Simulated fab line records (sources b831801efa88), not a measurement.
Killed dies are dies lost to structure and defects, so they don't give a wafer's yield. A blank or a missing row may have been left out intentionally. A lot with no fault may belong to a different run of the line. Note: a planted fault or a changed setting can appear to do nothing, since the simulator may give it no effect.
fab line records | flow gf180mcu
[record] lots = 11 | wafers = 33 | lastDay = 34
route steps=602 shown NSD@244 V1@338 M2@366 M4@459
lots that met no fault: taken from a fault-free run of the same line
startH: hours from the record's first day to the start of the lot's first wafer shown | waitH: how many hours have passed since the lot's step before this one | " identical to the entry in the row above | L1.1+2: one row covering several wafers at once | - no value present, or no start provided | * or withheld: withheld | < > ~ a bound
route shown NAME@n: NAME is a module with steps in the file, n the number in the route of the first one | usual: mean/standard deviation of fault-free wafers | same: alike in all rows | chamber/n: place in a boat | sites: per-site readings | _std_site: their standard deviation | _edge_site: outer sites' mean less inner sites' | radiusMm: how far each site lies from the wafer's centre | mask NAME#n: copy n | behind: the most recent tool/chamber to have shaped the wafer | hold: why the lot went on hold/how many hours it stayed there/how the hold came to an end | device: the n, p or np transistor that did not switch | end of line: the route-end tests of the same wafers | a step with no rows: only its recipe | killed: not the wafer's yield, but the dies lost to structure and defects at the first sort | map: a wafer's dies, x killed, . not, _ none there
set.NAME: the setting as run; set.NAME@STEP: as run at that earlier step | model.NAME: the simulator's own value behind a step, which no gauge read
steps of the route over a sample of lots; a table a step, a row a wafer
services: from which hour (startH, from the record's first day; less than 0 if before it) a tool's chamber was out of use, for how many hours, and why
[[steps]]
[step GF_NSD_IMPLANT_09]
[recipe] species = As | energyKev = 60 | doseCm2 = 4e+15 | tiltDeg = 7
[usual] beamEnergyKeV = 60.003/0.018
lot.wafer | tool         | chamber | startH | waitH | beamEnergyKeV
L265.1    | implanter-03 | 0       | 296.63 | 0.0   | 59.990
L265.2    | "            | 0       | "      | "     | 59.988
L265.3    | "            | 0       | "      | "     | 59.989
L267.2    | implanter-04 | 0       | 311.25 | 0.0   | 60.011
L267.5    | "            | 0       | "      | "     | 59.997
L267.6    | "            | 0       | "      | "     | 59.991
L268.1    | implanter-03 | 0       | 315.61 | 0.0   | 59.987
L268.3    | "            | 0       | "      | "     | 59.993
L268.6    | "            | 0       | "      | "     | 59.991
L274.3    | implanter-04 | 0       | 370.36 | 0.1   | 60.008
L274.5    | "            | 0       | "      | "     | 60.019
L274.6    | "            | 0       | "      | "     | 60.009
L276.1    | implanter-03 | 0       | 389.91 | 0.0   | 60.044
L276.2    | "            | 0       | "      | "     | 60.040
L276.5    | "            | 0       | "      | "     | 60.026
L277.3    | implanter-03 | 0       | 398.93 | 0.1   | 59.965
L277.4    | "            | 0       | "      | "     | 59.988
L277.6    | "            | 0       | "      | "     | 59.966
L279.4    | implanter-03 | 0       | 413.35 | 0.1   | 60.009
L279.5    | "            | 0       | "      | "     | 60.036
L279.6    | "            | 0       | "      | "     | 59.987
L281.1    | implanter-03 | 0       | 427.23 | 0.0   | 74.792
L281.3    | "            | 0       | "      | "     | 74.769
L281.4    | "            | 0       | "      | "     | 74.784
L282.3    | implanter-01 | 0       | 438.28 | 0.1   | 60.005
L282.4    | "            | 0       | "      | "     | 60.024
L282.5    | "            | 0       | "      | "     | 60.026
L283.2    | implanter-03 | 0       | 445.80 | 0.0   | 74.805
L283.3    | "            | 0       | "      | "     | 74.788
L283.6    | "            | 0       | "      | "     | 74.802
L288.2    | implanter-04 | 0       | 486.25 | 0.0   | 60.033
L288.4    | "            | 0       | "      | "     | 60.020
L288.5    | "            | 0       | "      | "     | 60.020
[step GF_NSD_STRIP_11]
[recipe] chemistry = O2/N2 | powerW = 1400 | pressureMtorr = 1500 | platenTempC = 250 | o2FlowSccm = 3000 | n2FlowSccm = 300 | overashFraction = 0.5
[usual] drypumpMotorCurrentA = 5.54/0.28 | heaterPowerW = 335/29 | o2FlowSccm = 3000/9.9 | oesProductAu = 0.487/0.0043 | stripTimeToEndpointS = 22.96/0.036
lot.wafer | tool           | chamber | startH | waitH | drypumpMotorCurrentA | heaterPowerW | o2FlowSccm | oesProductAu | rfHoursCounterH | stripTimeToEndpointS
L265.1    | plasmaAsher-03 | 1       | 296.93 | 0.1   | 5.96                 | 377          | 2999       | 0.483        | 63              | 22.98
L265.2    | "              | 0       | "      | "     | 5.53                 | 328          | 2996       | 0.490        | 63              | 22.96
L265.3    | "              | 1       | "      | "     | 5.95                 | 375          | 3006       | 0.482        | -               | 22.96
L267.2    | plasmaAsher-02 | 1       | 311.53 | 0.1   | 5.26                 | 359          | 3004       | 0.485        | 21              | 22.91
L267.5    | "              | 1       | "      | "     | 5.26                 | 336          | 3012       | 0.491        | -               | 22.94
L267.6    | "              | 0       | "      | "     | 5.62                 | 305          | 2990       | 0.481        | -               | 22.89
L268.1    | plasmaAsher-04 | 1       | 315.91 | 0.1   | 5.24                 | 320          | 3008       | 0.485        | 55              | 23.02
L268.3    | "              | 0       | "      | "     | 5.29                 | 309          | 3012       | 0.488        | -               | 23.05
L268.6    | "              | 0       | "      | "     | 5.32                 | 304          | 3011       | 0.488        | -               | 22.99
L274.3    | plasmaAsher-04 | 0       | 370.65 | 0.1   | 5.28                 | 309          | 3010       | 0.489        | -               | 22.88
L274.5    | "              | 1       | "      | "     | 5.22                 | 313          | 3000       | 0.490        | -               | 22.90
L274.6    | "              | 0       | "      | "     | 5.28                 | 307          | 3008       | 0.488        | -               | 22.93
L276.1    | plasmaAsher-03 | 0       | 390.21 | 0.1   | 5.54                 | 325          | 2988       | 0.486        | 75              | 22.92
L276.2    | "              | 1       | "      | "     | 5.97                 | 374          | 3013       | 0.488        | 75              | 22.90
L276.5    | "              | 0       | "      | "     | 5.53                 | 324          | 3008       | 0.497        | -               | 22.93
L277.3    | plasmaAsher-03 | 1       | 399.21 | 0.1   | 5.95                 | 378          | 2996       | 0.492        | -               | 22.99
L277.4    | "              | 0       | "      | "     | 5.58                 | 323          | 3010       | 0.494        | -               | 22.98
L277.6    | "              | 1       | "      | "     | 5.96                 | 389          | 3002       | 0.482        | -               | 23.01
L279.4    | plasmaAsher-04 | 1       | 413.61 | 0.1   | 5.23                 | 323          | 2983       | 0.486        | -               | 22.94
L279.5    | "              | 1       | "      | "     | 5.23                 | 320          | 2992       | 0.489        | -               | 22.91
L279.6    | "              | 0       | "      | "     | 5.32                 | 303          | 2996       | 0.498        | -               | 22.96
L281.1    | plasmaAsher-04 | 1       | 427.53 | 0.1   | 5.24                 | 326          | 3018       | 0.467        | 64              | 25.03
L281.3    | "              | 0       | "      | "     | 5.34                 | 309          | 3006       | 0.470        | -               | 24.98
L281.4    | "              | 1       | "      | "     | 5.23                 | 317          | 3003       | 0.470        | -               | 25.03
L282.3    | plasmaAsher-03 | 1       | 438.56 | 0.1   | 5.96                 | 381          | 2975       | 0.484        | -               | 22.98
L282.4    | "              | 0       | "      | "     | 5.56                 | 320          | 2981       | 0.492        | -               | 22.98
L282.5    | "              | 1       | "      | "     | 5.96                 | 374          | 2978       | 0.486        | -               | 22.96
L283.2    | plasmaAsher-03 | 0       | 446.08 | 0.1   | 5.55                 | 320          | 3003       | 0.466        | 1               | 24.97
L283.3    | "              | 1       | "      | "     | 5.96                 | 376          | 2996       | 0.464        | -               | 24.97
L283.6    | "              | 1       | "      | "     | 5.97                 | 376          | 3003       | 0.462        | -               | 24.98
L288.2    | plasmaAsher-03 | 0       | 486.53 | 0.1   | 5.57                 | 312          | 3004       | 0.483        | 6               | 22.97
L288.4    | "              | 1       | "      | "     | 5.98                 | 373          | 2991       | 0.483        | -               | 22.98
L288.5    | "              | 1       | "      | "     | 5.98                 | 368          | 2988       | 0.491        | -               | 22.99
[step GF_NSD_TW_MEAS_12]
[usual] NSD_TW = 4273/18
lot.wafer | tool         | chamber | startH | waitH | NSD_TW
L265.1    | filmMetro-02 | -       | 297.03 | 0.1   | 4270
L265.2    | "            | -       | "      | "     | 4296
L265.3    | "            | -       | "      | "     | 4276
L267.2    | filmMetro-03 | -       | 311.64 | 0.1   | 4259
L267.5    | "            | -       | "      | "     | 4271
L267.6    | "            | -       | "      | "     | 4249
L268.1    | filmMetro-02 | -       | 316.01 | 0.1   | 4291
L268.3    | "            | -       | "      | "     | 4279
L268.6    | "            | -       | "      | "     | 4287
L274.3    | filmMetro-01 | -       | 370.73 | 0.1   | 4266
L274.5    | "            | -       | "      | "     | 4248
L274.6    | "            | -       | "      | "     | 4254
L276.1    | filmMetro-02 | -       | 390.31 | 0.1   | 4283
L276.2    | "            | -       | "      | "     | 4294
L276.5    | "            | -       | "      | "     | 4276
L277.3    | filmMetro-01 | -       | 399.30 | 0.1   | 4299
L277.4    | "            | -       | "      | "     | 4295
L277.6    | "            | -       | "      | "     | 4293
L279.4    | filmMetro-03 | -       | 413.71 | 0.1   | 4259
L279.5    | "            | -       | "      | "     | 4276
L279.6    | "            | -       | "      | "     | 4272
L281.1    | filmMetro-03 | -       | 427.63 | 0.1   | 4468
L281.3    | "            | -       | "      | "     | 4499
L281.4    | "            | -       | "      | "     | 4489
L282.3    | filmMetro-02 | -       | 438.65 | 0.1   | 4302
L282.4    | "            | -       | "      | "     | 4276
L282.5    | "            | -       | "      | "     | 4275
L283.2    | filmMetro-01 | -       | 446.19 | 0.1   | 4506
L283.3    | "            | -       | "      | "     | 4501
L283.6    | "            | -       | "      | "     | 4513
L288.2    | filmMetro-03 | -       | 486.64 | 0.1   | 4267
L288.4    | "            | -       | "      | "     | 4290
L288.5    | "            | -       | "      | "     | 4276
[step GF_PSD_RS_MEAS_14]
[recipe] thkMeasGauge = four-point-probe
[usual] NSD_RS = 46.19/0.084
lot.wafer | tool         | chamber | startH | waitH | NSD_RS[ohm/sq]
L265.1    | filmMetro-01 | -       | 317.86 | 0.1   | 46.08
L265.2    | "            | -       | "      | "     | 46.12
L265.3    | "            | -       | "      | "     | 46.12
L267.2    | filmMetro-02 | -       | 332.45 | 0.1   | 46.40
L267.5    | "            | -       | "      | "     | 46.37
L267.6    | "            | -       | "      | "     | 46.37
L268.1    | filmMetro-02 | -       | 337.52 | 0.1   | 46.20
L268.3    | "            | -       | "      | "     | 46.20
L268.6    | "            | -       | "      | "     | 46.21
L274.3    | filmMetro-02 | -       | 394.06 | 0.1   | 46.20
L274.5    | "            | -       | "      | "     | 46.25
L274.6    | "            | -       | "      | "     | 46.22
L276.1    | filmMetro-02 | -       | 413.26 | 0.1   | 46.22
L276.2    | "            | -       | "      | "     | 46.21
L276.5    | "            | -       | "      | "     | 46.22
L277.3    | filmMetro-03 | -       | 423.51 | 0.1   | 46.19
L277.4    | "            | -       | "      | "     | 46.14
L277.6    | "            | -       | "      | "     | 46.26
L279.4    | filmMetro-01 | -       | 438.43 | 0.1   | 46.19
L279.5    | "            | -       | "      | "     | 46.20
L279.6    | "            | -       | "      | "     | 46.13
L281.1    | filmMetro-02 | -       | 452.86 | 0.1   | 42.50
L281.3    | "            | -       | "      | "     | 42.36
L281.4    | "            | -       | "      | "     | 42.52
L282.3    | filmMetro-01 | -       | 463.54 | 0.1   | 46.21
L282.4    | "            | -       | "      | "     | 46.10
L282.5    | "            | -       | "      | "     | 46.21
L283.2    | filmMetro-02 | -       | 471.04 | 0.1   | 42.30
L283.3    | "            | -       | "      | "     | 42.50
L283.6    | "            | -       | "      | "     | 42.46
L288.2    | filmMetro-03 | -       | 510.92 | 0.1   | 46.10
L288.4    | "            | -       | "      | "     | 46.11
L288.5    | "            | -       | "      | "     | 46.02
[step GF_V1_THK_MEAS_03]
[recipe] reads = SiO2_of_V1_CVD_02
[usual] V1_CVD_02_THK = 852/11
lot.wafer | tool         | chamber | startH | waitH | V1_CVD_02_THK[nm]
L265.1    | filmMetro-01 | -       | 386.74 | 0.0   | 855
L265.2    | "            | -       | "      | "     | 849
L265.3    | "            | -       | "      | "     | 858
L267.2    | filmMetro-01 | -       | 403.04 | 0.0   | 854
L267.5    | "            | -       | "      | "     | 853
L267.6    | "            | -       | "      | "     | 860
L268.1    | filmMetro-04 | -       | 409.17 | 0.0   | 837
L268.3    | "            | -       | "      | "     | 857
L268.6    | "            | -       | "      | "     | 860
L274.3    | filmMetro-04 | -       | 471.15 | 0.1   | 850
L274.5    | "            | -       | "      | "     | 855
L274.6    | "            | -       | "      | "     | 856
L276.1    | filmMetro-02 | -       | 490.58 | 0.0   | 832
L276.2    | "            | -       | "      | "     | 848
L276.5    | "            | -       | "      | "     | 860
L277.3    | filmMetro-04 | -       | 500.46 | 0.1   | 844
L277.4    | "            | -       | "      | "     | 861
L277.6    | "            | -       | "      | "     | 866
L279.4    | filmMetro-04 | -       | 515.87 | 0.0   | 845
L279.5    | "            | -       | "      | "     | 848
L279.6    | "            | -       | "      | "     | 852
L281.1    | filmMetro-02 | -       | 528.05 | 0.0   | 833
L281.3    | "            | -       | "      | "     | 833
L281.4    | "            | -       | "      | "     | 863
L282.3    | filmMetro-02 | -       | 538.80 | 0.1   | 831
L282.4    | "            | -       | "      | "     | 854
L282.5    | "            | -       | "      | "     | 853
L283.2    | filmMetro-04 | -       | 548.23 | 0.0   | 844
L283.3    | "            | -       | "      | "     | 848
L283.6    | "            | -       | "      | "     | 858
L288.2    | filmMetro-04 | -       | 581.77 | 0.0   | 844
L288.4    | "            | -       | "      | "     | 871
L288.5    | "            | -       | "      | "     | 857
[step GF_M2_SPUTTER_04]
[recipe] material = TiN | targetThkNm = 50 | powerW = 6500 | timeS = 41.7 | chamberPressurePa = 0.4
[usual] chamberPressurePa = 0.4000/0.00082 | throttleValvePct = 29.8/0.68
lot.wafer | tool          | chamber | startH | waitH | chamberPressurePa | throttleValvePct
L265.1    | pvdSputter-02 | -       | 411.96 | 0.0   | 0.3999            | 29.1
L265.2    | "             | -       | "      | "     | 0.4001            | 31.2
L265.3    | "             | -       | "      | "     | 0.4010            | 30.2
L267.2    | pvdSputter-02 | -       | 428.66 | 0.0   | 0.4000            | 29.3
L267.5    | "             | -       | "      | "     | 0.3997            | 29.2
L267.6    | "             | -       | "      | "     | 0.4002            | 30.9
L268.1    | pvdSputter-02 | -       | 435.96 | 0.0   | 0.4003            | 28.8
L268.3    | "             | -       | "      | "     | 0.3989            | 30.9
L268.6    | "             | -       | "      | "     | 0.4007            | 30.1
L274.3    | pvdSputter-03 | -       | 496.86 | 0.0   | 0.3998            | 30.1
L274.5    | "             | -       | "      | "     | 0.3994            | 30.7
L274.6    | "             | -       | "      | "     | 0.3997            | 29.9
L276.1    | pvdSputter-01 | -       | 516.45 | 0.0   | 0.4012            | 28.5
L276.2    | "             | -       | "      | "     | 0.3997            | 29.4
L276.5    | "             | -       | "      | "     | 0.3991            | 29.5
L277.3    | pvdSputter-02 | -       | 525.25 | 0.0   | 0.4008            | 29.9
L277.4    | "             | -       | "      | "     | 0.4001            | 28.6
L277.6    | "             | -       | "      | "     | 0.4001            | 28.9
L279.4    | pvdSputter-03 | -       | 541.40 | 0.0   | 0.4004            | 29.3
L279.5    | "             | -       | "      | "     | 0.4011            | 29.1
L279.6    | "             | -       | "      | "     | 0.4004            | 29.9
L281.1    | pvdSputter-02 | -       | 553.08 | 0.0   | 0.3993            | 30.8
L281.3    | "             | -       | "      | "     | 0.3996            | 28.7
L281.4    | "             | -       | "      | "     | 0.3992            | 30.3
L282.3    | pvdSputter-01 | -       | 563.36 | 0.0   | 0.4002            | 29.5
L282.4    | "             | -       | "      | "     | 0.3985            | 28.5
L282.5    | "             | -       | "      | "     | 0.4004            | 29.7
L283.2    | pvdSputter-02 | -       | 572.62 | 0.0   | 0.4013            | 30.7
L283.3    | "             | -       | "      | "     | 0.3993            | 28.6
L283.6    | "             | -       | "      | "     | 0.3996            | 29.1
L288.2    | pvdSputter-02 | -       | 604.61 | 0.0   | 0.4004            | 30.7
L288.4    | "             | -       | "      | "     | 0.3994            | 29.3
L288.5    | "             | -       | "      | "     | 0.3993            | 29.3
[step GF_M4_SPUTTER_03]
[recipe] material = Ti | targetThkNm = 10 | substrateTempC = 300 | chamberPressurePa = 0.3 | powerW = 3000 | timeS = 6.7
[usual] chamberPressurePa = 0.3001/0.00056 | throttleValvePct = 29.7/0.73
lot.wafer | tool          | chamber | startH | waitH | chamberPressurePa | throttleValvePct
L265.1    | pvdSputter-02 | -       | 513.23 | 0.0   | 0.2999            | 29.1
L265.2    | "             | -       | "      | "     | 0.2998            | 28.7
L265.3    | "             | -       | "      | "     | 0.2998            | 31.1
L267.2    | pvdSputter-01 | -       | 531.44 | 0.0   | 0.2998            | 30.4
L267.5    | "             | -       | "      | "     | 0.2997            | 28.9
L267.6    | "             | -       | "      | "     | 0.2993            | 30.9
L268.1    | pvdSputter-02 | -       | 535.94 | 0.0   | 0.3003            | 31.0
L268.3    | "             | -       | "      | "     | 0.3004            | 30.2
L268.6    | "             | -       | "      | "     | 0.2993            | 29.3
L274.3    | pvdSputter-02 | -       | 593.00 | 0.0   | 0.2997            | 30.6
L274.5    | "             | -       | "      | "     | 0.3001            | 30.2
L274.6    | "             | -       | "      | "     | 0.3002            | 28.8
L276.1    | pvdSputter-01 | -       | 611.34 | 0.0   | 0.2996            | 30.8
L276.2    | "             | -       | "      | "     | 0.3003            | 29.3
L276.5    | "             | -       | "      | "     | 0.2998            | 30.3
L277.3    | pvdSputter-01 | -       | 619.19 | 0.0   | 0.2995            | 28.8
L277.4    | "             | -       | "      | "     | 0.3003            | 29.6
L277.6    | "             | -       | "      | "     | 0.3006            | 29.4
L279.4    | pvdSputter-02 | -       | 632.77 | 0.0   | 0.3012            | 29.9
L279.5    | "             | -       | "      | "     | 0.3002            | 28.7
L279.6    | "             | -       | "      | "     | 0.3007            | 31.1
L281.1    | pvdSputter-01 | -       | 642.81 | 0.0   | 0.3000            | 28.8
L281.3    | "             | -       | "      | "     | 0.2997            | 29.3
L281.4    | "             | -       | "      | "     | 0.2989            | 29.5
L282.3    | pvdSputter-01 | -       | 653.44 | 0.0   | 0.3002            | 30.8
L282.4    | "             | -       | "      | "     | 0.2994            | 29.5
L282.5    | "             | -       | "      | "     | 0.2998            | 30.6
L283.2    | pvdSputter-01 | -       | 661.72 | 0.0   | 0.2997            | 29.2
L283.3    | "             | -       | "      | "     | 0.3010            | 30.8
L283.6    | "             | -       | "      | "     | 0.3003            | 29.6
L288.2    | pvdSputter-01 | -       | 690.92 | 0.0   | 0.3002            | 28.7
L288.4    | "             | -       | "      | "     | 0.2999            | 30.5
L288.5    | "             | -       | "      | "     | 0.2997            | 30.6
[[services]]
tool           | chamber | startH | hours | kind
pvdSputter-02  | -       | 275.19 | 6.6   | repair
implanter-04   | -       | 275.60 | 4.1   | repair
implanter-04   | -       | 296.52 | 1.5   | repair
implanter-03   | -       | 303.22 | 3.3   | repair
implanter-04   | -       | 322.04 | 1.8   | repair
implanter-03   | -       | 323.19 | 1.7   | repair
pvdSputter-01  | -       | 328.15 | 0.7   | repair
pvdSputter-03  | -       | 332.02 | 2.0   | repair
pvdSputter-03  | -       | 365.99 | 7.0   | repair
implanter-04   | -       | 368.21 | 1.4   | repair
plasmaAsher-04 | -       | 378.14 | 34.6  | pm
pvdSputter-02  | -       | 379.06 | 3.1   | repair
plasmaAsher-03 | -       | 421.25 | 9.0   | pm
plasmaAsher-03 | -       | 432.07 | 1.6   | repair
plasmaAsher-04 | -       | 437.56 | 1.2   | repair
pvdSputter-02  | -       | 480.43 | 8.2   | repair
implanter-03   | -       | 503.05 | 6.1   | repair
implanter-03   | -       | 539.72 | 6.3   | repair
implanter-03   | -       | 546.05 | 4.1   | pm
plasmaAsher-04 | -       | 560.38 | 3.5   | repair
pvdSputter-01  | -       | 588.96 | 2.7   | repair
implanter-03   | -       | 589.52 | 1.8   | repair
implanter-04   | -       | 653.56 | 1.7   | repair
implanter-04   | -       | 667.57 | 4.2   | pm
[[key]]
[firstSign] step = GF_NSD_IMPLANT_09 | reading = beamEnergyKeV | direction = up | sigmas = 99+ | usual = 60.003 | struck = 74.790
[effect] step = GF_NSD_STRIP_11 | reading = stripTimeToEndpointS | direction = up | sigmas = 56 | usual = * | struck = *
[effect] step = GF_NSD_TW_MEAS_12 | reading = NSD_TW | direction = up | sigmas = 12 | usual = 4273 | struck = 4496
[effect] step = GF_PSD_RS_MEAS_14 | reading = NSD_RS | direction = down | sigmas = 44 | usual = 46.19 | struck = 42.44
metAt GF_NSD_IMPLANT_09
struckLots L281,L283
testerLeftOut L281,L283
notActingAt GF_V1_THK_MEAS_03,GF_M2_SPUTTER_04,GF_M4_SPUTTER_03
onsetBetween 413.35 427.23
[fault] kind = processParameterDrift | tool = implanter-03 | chamber = - | onsetH = 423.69 | steps = GF_NSD_IMPLANT_09 | channel = energyKev | offset = 14.784 | shape = step | endH = 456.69 | actsIn = theseRecipesOnly | stated = 60
// testerLeftOut: of these lots the tester's yield and bins aren't shown, on N5 and GAA mostly nor the transistor test; their killed dies are dies lost to structure and defects alone, not to doping, threshold or leakage, so they don't give the yield
